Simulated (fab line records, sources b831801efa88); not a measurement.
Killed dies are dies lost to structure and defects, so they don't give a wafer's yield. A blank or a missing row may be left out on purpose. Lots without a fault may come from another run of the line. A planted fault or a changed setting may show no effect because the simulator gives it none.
Which tool did it? | flow gf180mcu | 6 lots, 18 wafers sampled, at 3 steps of a route of 602

WHAT THE GAUGES READ, wafer by wafer
GF_PSD_RS_MEAS_14: measures by four-point-probe.
lot  | measured     | on            | NSD_RS (ohm/sq)
L951 | day 15 13:07 | film_metro-02 | 46.36 46.38 46.48
L954 | day 16 21:07 | film_metro-03 | 46.47 46.55 46.45
L958 | day 18 14:32 | film_metro-02 | 46.49 46.41 46.44
L962 | day 20 09:38 | film_metro-03 | 46.40 46.53 46.52
L968 | day 21 19:57 | film_metro-03 | 46.24 46.25 46.30
L970 | day 22 09:55 | film_metro-01 | 46.32 46.43 46.40

WHICH TOOL RAN EACH LOT (tool, then ch and the chambers of the sampled wafers, then the start)
lot  | GF_HV_LDD_RTA_52                 | GF_PSD_RTA_13
L951 | rtp_anneal-01 ch 0, day 13 15:29 | rtp_anneal-02 ch 0, day 15 13:01
L954 | rtp_anneal-02 ch 0, day 14 21:37 | rtp_anneal-01 ch 0, day 16 21:02
L958 | rtp_anneal-02 ch 0, day 16 13:08 | rtp_anneal-02 ch 0, day 18 14:26
L962 | rtp_anneal-01 ch 0, day 18 03:41 | rtp_anneal-01 ch 0, day 20 09:33
L968 | rtp_anneal-01 ch 0, day 19 16:11 | rtp_anneal-01 ch 0, day 21 19:52
L970 | rtp_anneal-02 ch 0, day 20 05:59 | rtp_anneal-01 ch 0, day 22 09:48
- GF_HV_LDD_RTA_52: time 10 s.
- GF_PSD_RTA_13: time 20 s.

THE ANSWER, worked out from the rows above alone
Rule: what is usual is taken from the lots themselves. Put in order of their means at a reading, lots are off if they are a third of the lots or fewer, leave a main group of 4 or more, and stand apart from it by a gap of 3 or more times the standard deviation of the main group's means; of several such gaps the widest counts. A main group whose means are all the same, to the digits that the tables above print for the reading, isn't used. A lot without any number at a reading at which 4 lots or more have one is off too. The other lots that the step has rows for count as sound.
No lot is off at any reading shown: from this, nothing can be told.

WHAT THE SIMULATOR HAD PUT IN
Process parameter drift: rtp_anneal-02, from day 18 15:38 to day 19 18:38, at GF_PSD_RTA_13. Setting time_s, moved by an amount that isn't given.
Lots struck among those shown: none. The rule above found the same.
